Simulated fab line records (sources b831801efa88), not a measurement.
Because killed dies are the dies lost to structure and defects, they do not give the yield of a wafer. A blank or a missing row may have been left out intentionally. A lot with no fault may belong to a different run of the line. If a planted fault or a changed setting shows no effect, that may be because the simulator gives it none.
fab line records	flow sky130
record lots=10	wafers=30	last-day=50
route steps=708 shown VIA2@510 CAPM@537 PAD_OPEN@708
lots that met no fault: taken from a fault-free run of the same line
start-h: hours from the record's first day to the start of the lot's first wafer shown	wait-h: how many hours have passed since the lot's step before this one	" same as the row above	L1.1+2: a single row standing in for several wafers	- no value, or no start given	* or withheld: withheld	< > ~ a bound
route shown NAME@n: NAME is a module with steps in the file, n the number in the route of the first one	usual: mean and standard deviation over wafers with no fault	same: alike in all rows	chamber/n: place in a boat	sites: readings site by site	_std_site: standard deviation across them	_edge_site: the outer-site mean with the inner-site mean subtracted	radius-mm: how far each site lies from the wafer's centre	mask NAME#n: copy n	behind: the most recent tool/chamber to have shaped the wafer	hold: cause of the lot's hold/its duration in hours/its outcome	device: the transistor (n, p or np) that didn't switch	end of line: the route-end tests of the same wafers	a step with no rows: only its recipe	killed: dies lost to structure and defects at the first sort, not the wafer's yield	map: a wafer's dies, marking killed ones x, the rest . and places with no die _
set.NAME: the setting the step ran with; set.NAME@STEP: the setting that earlier step ran with	model.NAME: the simulator's own value behind a step, which no gauge read
steps of the route over a sample of lots; a table a step, a row a wafer
services: from which hour (start-h, from the record's first day; less than 0 if before it) a tool's chamber was out of use, for how many hours, and why
## steps
# step SKY_VIA2_BOW_MEAS_03
# recipe mode=bow
# usual VIA2_BOW=85/6.6
lot.wafer	tool	chamber	start-h	wait-h	VIA2_BOW[um]
L108.1	film-metro-02	-	832.03	0.1	88
L108.2	"	-	"	"	76
L108.5	"	-	"	"	89
L111.1	film-metro-04	-	844.75	0.1	82
L111.2	"	-	"	"	83
L111.3	"	-	"	"	86
L110.1	film-metro-02	-	845.57	0.2	80
L110.2	"	-	"	"	77
L110.6	"	-	"	"	81
L112.2	film-metro-03	-	852.17	0.3	83
L112.4	"	-	"	"	87
L112.5	"	-	"	"	83
L115.2	film-metro-03	-	874.61	0.3	80
L115.4	"	-	"	"	70
L115.5	"	-	"	"	77
L116.3	film-metro-03	-	883.73	0.2	84
L116.4	"	-	"	"	81
L116.6	"	-	"	"	78
L118.1	film-metro-03	-	898.31	0.1	87
L118.4	"	-	"	"	78
L118.6	"	-	"	"	90
L120.2	film-metro-02	-	913.97	0.2	92
L120.4	"	-	"	"	81
L120.5	"	-	"	"	86
L123.1	film-metro-03	-	934.40	0.1	95
L123.4	"	-	"	"	79
L123.6	"	-	"	"	87
L131.1	film-metro-04	-	981.20	0.2	82
L131.2	"	-	"	"	86
L131.3	"	-	"	"	74
# step SKY_VIA2_STRIP_16
# recipe chemistry=O2/N2	power-w=1400	pressure-mtorr=1500	platen-temp-c=withheld	o2-flow-sccm=3000	n2-flow-sccm=300	overash-fraction=0.5
# usual drypump-motor-current-A=5.90/0.26	o2-flow-sccm=2999/8.9	oes-product-au=0.399/0.0049	strip-time-to-endpoint-s=4.068/0.03
lot.wafer	tool	chamber	start-h	wait-h	drypump-motor-current-A	o2-flow-sccm	oes-product-au	rf-hours-counter-h	strip-time-to-endpoint-s
L108.1	plasma-asher-04	0	857.45	0.0	6.07	2998	0.405	104	4.080
L108.2	"	1	"	"	5.97	2993	0.403	104	4.058
L108.5	"	1	"	"	5.98	2999	0.397	-	4.113
L111.1	plasma-asher-02	0	870.42	0.0	6.36	3009	0.392	13	4.079
L111.2	"	1	"	"	5.53	3019	0.402	13	4.065
L111.3	"	1	"	"	5.54	3014	0.403	-	4.052
L110.1	plasma-asher-04	1	871.05	0.0	5.98	3018	0.395	106	4.031
L110.2	"	0	"	"	6.04	2998	0.396	106	4.062
L110.6	"	0	"	"	6.06	3004	0.397	-	4.027
L112.2	plasma-asher-02	1	878.42	0.0	5.53	2987	0.409	14	4.099
L112.4	"	0	"	"	6.37	2996	0.402	-	4.081
L112.5	"	1	"	"	5.52	2992	0.407	-	4.119
L115.2	plasma-asher-01	0	900.35	0.0	5.71	3002	0.392	41	4.057
L115.4	"	1	"	"	5.77	2990	0.400	-	4.057
L115.5	"	0	"	"	5.73	2999	0.394	-	4.058
L116.3	plasma-asher-04	1	908.85	0.1	6.00	2998	0.397	-	4.017
L116.4	"	0	"	"	6.07	2987	0.401	-	4.021
L116.6	"	1	"	"	5.98	2994	0.401	-	4.018
L118.1	plasma-asher-01	1	923.68	0.0	5.74	3000	0.398	44	4.059
L118.4	"	0	"	"	5.70	3005	0.397	-	4.039
L118.6	"	0	"	"	5.70	3005	0.392	-	4.057
L120.2	plasma-asher-04	1	938.60	0.0	6.00	2993	0.401	114	4.090
L120.4	"	1	"	"	5.99	3001	0.396	-	4.078
L120.5	"	0	"	"	6.04	3005	0.403	-	4.058
L123.1	plasma-asher-04	1	959.77	0.0	6.00	3008	0.404	116	4.038
L123.4	"	0	"	"	6.05	3001	0.397	-	4.075
L123.6	"	0	"	"	6.05	3014	0.395	-	4.030
L131.1	plasma-asher-02	0	1005.35	0.0	6.40	2990	0.404	28	4.054
L131.2	"	1	"	"	5.54	3000	0.407	28	4.085
L131.3	"	0	"	"	6.38	2984	0.399	-	4.029
# step SKY_VIA2_CVD_21
# recipe material=W	target-thk-nm=420	time-s=126.4	temp-c=400	pressure-torr=40
# usual chamber-pressure-Torr=40.01/0.091	heater-power-w=869/69
lot.wafer	tool	chamber	start-h	wait-h	chamber-pressure-Torr	heater-power-w
L108.1	cvd-w-01	0	858.23	0.0	40.04	878
L108.2	"	1	"	"	39.99	875
L108.5	"	0	"	"	40.06	904
L111.1	cvd-w-01	0	871.51	0.0	40.15	915
L111.2	"	1	"	"	40.14	898
L111.3	"	0	"	"	40.18	899
L110.1	cvd-w-01	0	871.79	0.0	39.88	880
L110.2	"	1	"	"	40.26	877
L110.6	"	1	"	"	40.04	883
L112.2	cvd-w-02	1	879.21	0.1	40.01	815
L112.4	"	1	"	"	39.99	791
L112.5	"	1	"	"	40.03	812
L115.2	cvd-w-02	1	901.00	0.0	40.09	819
L115.4	"	1	"	"	39.93	833
L115.5	"	1	"	"	39.99	828
L116.3	cvd-w-01	0	909.52	0.1	40.11	896
L116.4	"	1	"	"	40.13	886
L116.6	"	0	"	"	40.07	869
L118.1	cvd-w-02	1	924.33	0.0	39.93	720
L118.4	"	0	"	"	39.82	897
L118.6	"	0	"	"	40.00	868
L120.2	cvd-w-01	0	939.28	0.0	39.78	885
L120.4	"	0	"	"	39.85	887
L120.5	"	0	"	"	39.96	911
L123.1	cvd-w-01	0	960.42	0.0	51.66	913
L123.4	"	0	"	"	51.71	899
L123.6	"	0	"	"	51.76	869
L131.1	cvd-w-02	1	1006.01	0.0	40.08	744
L131.2	"	0	"	"	40.04	918
L131.3	"	1	"	"	39.92	742
# step SKY_VIA2_RS_MEAS_22
# recipe thk-meas-gauge=four-point-probe	reads=W_of_VIA2_CVD_21+TiN_of_VIA2_SPUTTER_20
# usual VIA2_W_RS=0.272/0.0032
lot.wafer	tool	chamber	start-h	wait-h	hold	VIA2_W_RS[ohm/sq]
L108.1	film-metro-02	-	858.36	0.1	-	0.274
L108.2	"	-	"	"	-	0.270
L108.5	"	-	"	"	-	0.275
L111.1	film-metro-03	-	871.64	0.1	-	0.271
L111.2	"	-	"	"	-	0.269
L111.3	"	-	"	"	-	0.273
L110.1	film-metro-04	-	871.92	0.1	-	0.273
L110.2	"	-	"	"	-	0.270
L110.6	"	-	"	"	-	0.267
L112.2	film-metro-03	-	879.44	0.2	-	0.268
L112.4	"	-	"	"	-	0.271
L112.5	"	-	"	"	-	0.272
L115.2	film-metro-04	-	901.15	0.1	-	0.275
L115.4	"	-	"	"	-	0.273
L115.5	"	-	"	"	-	0.273
L116.3	film-metro-03	-	909.65	0.1	-	0.272
L116.4	"	-	"	"	-	0.266
L116.6	"	-	"	"	-	0.275
L118.1	film-metro-04	-	924.46	0.1	-	0.272
L118.4	"	-	"	"	-	0.272
L118.6	"	-	"	"	-	0.269
L120.2	film-metro-04	-	939.43	0.1	-	0.273
L120.4	"	-	"	"	-	0.275
L120.5	"	-	"	"	-	0.273
L123.1	film-metro-03	-	960.55	0.1	await-dispo/0.2h/release	0.237
L123.4	"	-	"	"	await-dispo/0.2h/release	0.240
L123.6	"	-	"	"	await-dispo/0.2h/release	0.239
L123.1	film-metro-03	-	960.84	0.3	-	0.237
L123.4	"	-	"	"	-	0.240
L123.6	"	-	"	"	-	0.238
L131.1	film-metro-03	-	1006.14	0.1	-	0.265
L131.2	"	-	"	"	-	0.269
L131.3	"	-	"	"	-	0.265
# step SKY_VIA2_THK_MEAS_23
# recipe thk-meas-gauge=xrf	reads=W_of_VIA2_CVD_21
# usual VIA2_W_THK=439/7.1
lot.wafer	tool	chamber	start-h	wait-h	hold	VIA2_W_THK[nm]
L108.1	film-metro-02	-	858.48	0.1	-	440
L108.2	"	-	"	"	-	444
L108.5	"	-	"	"	-	438
L111.1	film-metro-03	-	871.76	0.1	-	441
L111.2	"	-	"	"	-	442
L111.3	"	-	"	"	-	435
L110.1	film-metro-04	-	872.04	0.1	-	434
L110.2	"	-	"	"	-	435
L110.6	"	-	"	"	-	438
L112.2	film-metro-03	-	879.55	0.1	-	447
L112.4	"	-	"	"	-	444
L112.5	"	-	"	"	-	438
L115.2	film-metro-04	-	901.26	0.1	-	429
L115.4	"	-	"	"	-	434
L115.5	"	-	"	"	-	434
L116.3	film-metro-03	-	909.75	0.1	-	444
L116.4	"	-	"	"	-	452
L116.6	"	-	"	"	-	435
L118.1	film-metro-04	-	924.58	0.1	-	437
L118.4	"	-	"	"	-	435
L118.6	"	-	"	"	-	439
L120.2	film-metro-04	-	939.54	0.1	-	430
L120.4	"	-	"	"	-	433
L120.5	"	-	"	"	-	433
L123.1	film-metro-03	-	964.33	3.5	await-dispo/0.2h/release	495
L123.4	"	-	"	"	await-dispo/0.2h/release	492
L123.6	"	-	"	"	await-dispo/0.2h/release	494
L123.1	film-metro-03	-	964.56	0.2	-	495
L123.4	"	-	"	"	-	490
L123.6	"	-	"	"	-	495
L131.1	film-metro-03	-	1006.26	0.1	-	457
L131.2	"	-	"	"	-	449
L131.3	"	-	"	"	-	459
# step SKY_VIA2_CMP_24
# recipe stop-on=SiO2	t-overpolish-s=20	down-force-psi=3.5	platen-rpm=60	target-thk-nm=0	pad-velocity-m-s=0.94248
# usual motor-current-A=11.1/1.4	time-to-endpoint-s=100/4.6
lot.wafer	tool	chamber	start-h	wait-h	hold	motor-current-A	time-to-endpoint-s
L108.2	cmp-02	0	858.54	0.0	-	9.6	99
L108.1	"	2	"	"	-	11.5	106
L108.5	"	0	"	"	-	10.0	99
L111.3	cmp-02	3	871.82	0.0	-	9.6	106
L111.1	"	0	"	"	-	10.0	101
L111.2	"	2	"	"	-	11.2	107
L110.2	cmp-01	1	872.15	0.1	-	11.1	105
L110.1	"	2	"	"	-	8.5	103
L110.6	"	1	"	"	-	11.1	106
L112.2	cmp-01	0	879.70	0.1	-	11.5	98
L112.4	"	1	"	"	-	10.7	103
L112.5	"	2	"	"	-	9.0	103
L115.4	cmp-01	3	901.41	0.1	-	12.2	103
L115.2	"	0	"	"	-	11.9	93
L115.5	"	2	"	"	-	9.1	98
L116.3	cmp-02	0	909.79	0.0	-	10.2	101
L116.4	"	2	"	"	-	10.9	115
L116.6	"	1	"	"	-	14.1	100
L118.4	cmp-02	3	924.64	0.0	-	9.4	102
L118.1	"	1	"	"	-	13.8	102
L118.6	"	0	"	"	-	10.8	103
L120.4	cmp-01	2	939.64	0.1	-	9.1	91
L120.2	"	3	"	"	-	11.7	97
L120.5	"	1	"	"	-	10.9	93
L123.1	cmp-02	2	968.38	3.8	await-dispo/3.6h/release	11.5	121
L123.4	"	0	"	"	await-dispo/3.6h/release	9.7	113
L123.6	"	2	"	"	await-dispo/3.6h/release	11.9	117
L131.3	cmp-01	0	1006.32	0.0	-	12.2	96
L131.2	"	2	"	"	-	9.0	95
L131.1	"	3	"	"	-	12.1	103
# step SKY_CAPM_CVD_00
# recipe material=SiO2	target-thk-nm=15.5	temp-c=400	time-s=withheld	rf-w=450
# usual heater-power-w=734/75
lot.wafer	tool	chamber	start-h	wait-h	heater-power-w
L108.1	pecvd-04	0	858.99	0.0	797
L108.2	"	2	"	"	606
L108.5	"	1	"	"	823
L111.1	pecvd-01	2	872.27	0.0	738
L111.2	"	0	"	"	742
L111.3	"	1	"	"	662
L110.1	pecvd-04	2	872.56	0.0	717
L110.2	"	1	"	"	761
L110.6	"	2	"	"	717
L112.2	pecvd-04	1	880.06	0.0	843
L112.4	"	0	"	"	657
L112.5	"	1	"	"	810
L115.2	pecvd-01	1	901.77	0.0	730
L115.4	"	1	"	"	736
L115.5	"	2	"	"	774
L116.3	pecvd-01	2	910.24	0.0	720
L116.4	"	1	"	"	758
L116.6	"	0	"	"	727
L118.1	pecvd-01	2	925.10	0.0	713
L118.4	"	1	"	"	679
L118.6	"	0	"	"	670
L120.2	pecvd-01	2	940.05	0.0	758
L120.4	"	1	"	"	744
L120.5	"	0	"	"	786
L123.1	pecvd-04	1	968.78	0.0	734
L123.4	"	1	"	"	713
L123.6	"	0	"	"	781
L131.1	pecvd-02	0	1006.77	0.0	770
L131.2	"	1	"	"	878
L131.3	"	2	"	"	610
# step SKY_PAD_OPEN_PROBE_99
# usual defect-limited-yield=82.5/2	killed_at_M0_to_M3=43/7.6	killed_at_M4_up=2.8/1.9	killed-at-contacts=24/4.7	killed-at-front-end=16/4.4	killed-at-other=0.2/0.4	killed-dies=86/9.9	killed-open=47/8.2	killed-short=39/6.3	sort_bin_3_pad_short=0.8/0.42	sort_bin_5_function=10.4/1.5	sort_bin_6_memory=6.2/1.2	sort-n-pass=406/9.9	sort-yield-pct=82.5/2
# same gross-dies=492	killed-at-back-side=0	sort_bin_4_leakage[%]=0	sort_bin_8_speed[%]=0
lot.wafer	tool	chamber	start-h	wait-h	defect-limited-yield[%]	killed_at_M0_to_M3	killed_at_M4_up	killed-at-contacts	killed-at-front-end	killed-at-other	killed-dies	killed-open	killed-short	sort_bin_3_pad_short[%]	sort_bin_5_function[%]	sort_bin_6_memory[%]	sort-n-pass	sort-yield-pct[%]
L110.1	prober-02	-	1096.64	0.1	80.1	52	3	26	16	1	98	61	37	0.6	11.2	8.1	394	80.1
L110.2	prober-02	-	1096.69	0.1	82.1	49	4	23	12	0	88	41	47	0.8	10.6	6.5	404	82.1
L110.6	prober-02	-	1096.89	0.2	79.7	59	0	23	18	0	100	56	44	1.2	11.2	7.9	392	79.7
L120.2	prober-01	-	1148.78	0.1	78.5	55	1	26	24	0	106	59	47	1.4	11.8	8.3	386	78.5
L120.4	prober-01	-	1148.88	0.2	85.6	31	5	14	21	0	71	37	34	1.4	6.9	6.1	421	85.6
L120.5	prober-01	-	1148.93	0.2	84.1	38	4	24	11	1	78	39	39	1.0	8.5	6.3	414	84.1
L123.1	prober-02	-	1164.16	0.1	84.8	41	2	22	10	0	75	37	38	0.6	9.1	5.5	417	84.8
L123.4	prober-02	-	1164.31	0.2	85.8	38	1	20	11	0	70	34	36	0.8	6.7	6.7	422	85.8
L123.6	prober-02	-	1164.41	0.2	80.3	49	8	20	20	0	97	56	41	0.8	12.2	6.7	395	80.3
# killed by level:class
L110.1 LI_CONTACT:geometric-particle:open=11 VIA3:geometric-particle:open=10 VIA1:geometric-particle:open=9 CONTACT:geometric-particle:open=7 VIA2:geometric-particle:open=7 VIA3:geometric-particle:short=6 SPACER:geometric-particle:open=5 CONTACT:geometric-particle:short=5
L110.2 VIA1:geometric-particle:open=12 VIA3:geometric-particle:open=7 VIA2:geometric-particle:short=7 CONTACT:geometric-particle:open=6 LI_CONTACT:geometric-particle:open=6 VIA1:geometric-particle:short=6 LI_CONTACT:geometric-particle:short=5 VIA2:geometric-particle:open=5
L110.6 VIA1:geometric-particle:open=11 VIA3:geometric-particle:open=11 CONTACT:geometric-particle:open=9 VIA2:geometric-particle:open=8 VIA1:geometric-particle:short=7 CONTACT:geometric-particle:short=6 METAL1:geometric-particle:short=6 POLY_GATE:geometric-particle:open=5
L120.2 CONTACT:geometric-particle:open=16 FIELD_ISO:geometric-particle:open=9 METAL2:geometric-particle:short=9 VIA3:geometric-particle:short=7 VIA1:geometric-particle:open=6 VIA2:geometric-particle:short=6 VIA1:geometric-particle:short=5 POLY_GATE:geometric-particle:open=4
L120.4 FIELD_ISO:geometric-particle:short=7 VIA1:geometric-particle:open=7 METAL2:geometric-particle:short=7 FIELD_ISO:geometric-particle:open=5 LI_CONTACT:geometric-particle:open=5 VIA3:geometric-particle:open=5 METAL4:geometric-particle:short=5 POLY_GATE:geometric-particle:short=4
L120.5 CONTACT:geometric-particle:open=11 METAL1:geometric-particle:short=8 VIA1:geometric-particle:open=6 CONTACT:geometric-particle:short=5 VIA3:geometric-particle:short=5 VIA3:geometric-particle:open=4 METAL3:geometric-particle:short=4 FIELD_ISO:geometric-particle:short=3
L123.1 VIA1:geometric-particle:open=10 CONTACT:geometric-particle:open=9 VIA2:geometric-particle:open=8 VIA2:geometric-particle:short=6 LOCAL_INTERCONNECT:geometric-particle:short=5 VIA3:geometric-particle:short=5 LI_CONTACT:geometric-particle:open=4 CONTACT:geometric-particle:short=4
L123.4 VIA1:geometric-particle:open=9 VIA3:geometric-particle:open=6 CONTACT:geometric-particle:short=6 METAL1:geometric-particle:short=6 CONTACT:geometric-particle:open=5 VIA1:geometric-particle:short=5 LI_CONTACT:geometric-particle:short=4 LI_CONTACT:geometric-particle:open=4
L123.6 VIA1:geometric-particle:open=16 VIA3:geometric-particle:open=10 CONTACT:geometric-particle:open=8 CONTACT:geometric-particle:short=7 METAL4:geometric-particle:short=7 FIELD_ISO:geometric-particle:short=6 VIA2:geometric-particle:open=6 FIELD_ISO:geometric-particle:open=5
## services
tool	chamber	start-h	hours	kind
cvd-w-02	0	833.95	2.4	repair
cmp-02	-	834.68	5.2	pm
cvd-w-01	1	836.17	11.6	repair
pecvd-04	1	846.01	9.9	repair
plasma-asher-01	-	846.07	42.5	pm
cmp-02	-	850.21	0.8	repair
cvd-w-02	0	858.61	23.4	repair
cvd-w-02	1	863.90	10.8	repair
cmp-02	-	887.40	0.2	repair
cvd-w-01	-	899.84	1.4	repair
pecvd-02	-	901.62	0.8	repair
cvd-w-02	-	904.00	14.0	pm
pecvd-04	-	905.88	1.2	repair
plasma-asher-04	-	912.02	0.9	repair
cmp-02	-	912.48	4.0	pm
plasma-asher-01	-	917.67	3.4	repair
cmp-01	-	924.23	5.0	repair
cmp-01	-	936.58	2.3	repair
cmp-01	-	942.03	5.7	pm
cmp-01	-	948.46	5.9	pm
pecvd-02	2	950.19	3.4	repair
cmp-02	-	981.41	1.8	repair
pecvd-04	-	988.85	1.5	repair
cmp-01	-	1003.67	1.5	repair
## key
first-sign step=SKY_VIA2_CVD_21	reading=chamber-pressure-Torr	direction=up	sigmas=99+	usual=40.01	struck=51.71
effect step=SKY_VIA2_RS_MEAS_22	reading=visit	direction=added
effect step=SKY_VIA2_RS_MEAS_22	reading=VIA2_W_RS	direction=down	sigmas=10	usual=0.272	struck=0.238
effect step=SKY_VIA2_THK_MEAS_23	reading=visit	direction=added
effect step=SKY_VIA2_THK_MEAS_23	reading=VIA2_W_THK	direction=up	sigmas=7.8	usual=439	struck=494
effect step=SKY_VIA2_CMP_24	reading=time-to-endpoint-s	direction=up	sigmas=3.7	usual=*	struck=*
met-at SKY_VIA2_CVD_21
struck-lots L123
struck-wafers L123.1,L123.4,L123.6
not-acting-at SKY_VIA2_BOW_MEAS_03,SKY_VIA2_STRIP_16,SKY_CAPM_CVD_00
onset-between 939.28 960.42
fault kind=process-parameter-drift	tool=cvd-w-01	chamber=0	onset-h=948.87	steps=SKY_VIA2_CVD_21	channel=pressure-torr	offset=11.684	shape=step	end-h=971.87	acts-in=these-recipes-only	stated=40
